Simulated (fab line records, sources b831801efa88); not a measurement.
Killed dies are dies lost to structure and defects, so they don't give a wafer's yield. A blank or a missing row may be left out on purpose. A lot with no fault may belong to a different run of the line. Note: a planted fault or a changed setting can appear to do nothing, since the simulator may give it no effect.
A single fault, viewed from 2 desks | flow sky130 | each desk has only its own numbers; what lay behind them comes last

## AT THE METROLOGY DESK
Means of the sampled wafers that have a number, per lot and without regard to the tool the lot ran on: this is what the gauges read. Any lot whose mean is over 4 standard deviations away from the usual mean is out of limits and marked OUT; that distance is given in the brackets.
Columns: A = cd nm at SKY_VT_ADJUST_HVTR_CD_MEAS_07, usual 380.2 nm; B = VT_ADJUST_HVTR_TW at SKY_VT_ADJUST_HVTR_TW_MEAS_11, usual 212.3; C = VT_ADJUST_PCH_OVL at SKY_VT_ADJUST_PCH_OVL_MEAS_07, usual 0.1 nm
lot  | first seen here | A     | B                | C
L677 | day 9 10:38     | 379.2 | 213.1            | -0.3
L678 | day 9 20:26     | 382.8 | 213.7            | -0.6
L680 | day 10 10:51    | 377.7 | 213.0            | -0.2
L682 | day 11 01:31    | 380.3 | 211.8            | 1.4
L684 | day 11 20:30    | 382.1 | 212.0            | 0.5
L685 | day 11 23:30    | 381.0 | 211.5            | 1.7
L687 | day 12 13:43    | 380.5 | 212.6            | 0.4
L694 | day 14 17:01    | 380.1 | 202.4 (-9.0) OUT | 0.7
L695 | day 15 05:00    | 380.7 | 213.6            | -1.4
L696 | day 15 09:14    | 380.3 | 209.6            | -0.7
L697 | day 15 12:34    | 382.7 | 201.1 (-10) OUT  | 0.3
L700 | day 17 02:47    | 380.4 | 210.7            | 0.1
This desk reports L694, L697 out of limits; the earliest was L694 at day 14 17:25 (VT_ADJUST_HVTR_TW at SKY_VT_ADJUST_HVTR_TW_MEAS_11). L677, L678, L680, L682, L684, L685, L687, L695, L696, L700: within limits.

## AT THE TOOL OWNER'S DESK: implanter-04
SKY_VT_ADJUST_HVTR_IMPLANT_09, tool's own readings: per-lot mean of the sampled wafers with a number, covering each lot this tool ran. Any lot whose mean is over 4 standard deviations away from the usual mean is out of limits and marked OUT; that distance is given in the brackets.
Columns: A = beam energy keV at SKY_VT_ADJUST_HVTR_IMPLANT_09, usual 10.000; B = beam on s at SKY_VT_ADJUST_HVTR_IMPLANT_09, usual 10.01 s; C = faraday current uA at SKY_VT_ADJUST_HVTR_IMPLANT_09, usual 11.84
lot  | first seen here | A      | B               | C
L678 | day 9 20:35     | 10.000 | 10.08           | 11.76
L682 | day 11 01:40    | 10.002 | 9.66            | 12.23
L687 | day 12 13:53    | 10.000 | 9.89            | 11.97
L694 | day 14 17:11    | 9.997  | 8.40 (-7.3) OUT | 14.10 (+8.4) OUT
L697 | day 15 12:44    | 10.001 | 8.39 (-7.3) OUT | 14.13 (+8.5) OUT
This desk finds L694, L697 out of limits, L694 being first, at day 14 17:11 (beam on s at SKY_VT_ADJUST_HVTR_IMPLANT_09). L678, L682, L687: within limits.

## TAKEN TOGETHER
The tool owner's desk had the chance to raise an alarm at day 14 17:11 on L694, L697.
An alarm was possible from the metrology desk at day 14 17:25, on L694, L697.
Every lot named ran SKY_VT_ADJUST_HVTR_IMPLANT_09 on implanter-04.

## WHAT THE SIMULATOR PUT IN
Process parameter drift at SKY_VT_ADJUST_HVTR_IMPLANT_09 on implanter-04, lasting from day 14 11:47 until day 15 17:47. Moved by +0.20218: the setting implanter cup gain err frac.
Struck lots among those shown: L694, L697.
Hours from the fault's start to each desk's first reading out of limits: the tool owner's desk, 5; the metrology desk, 6.
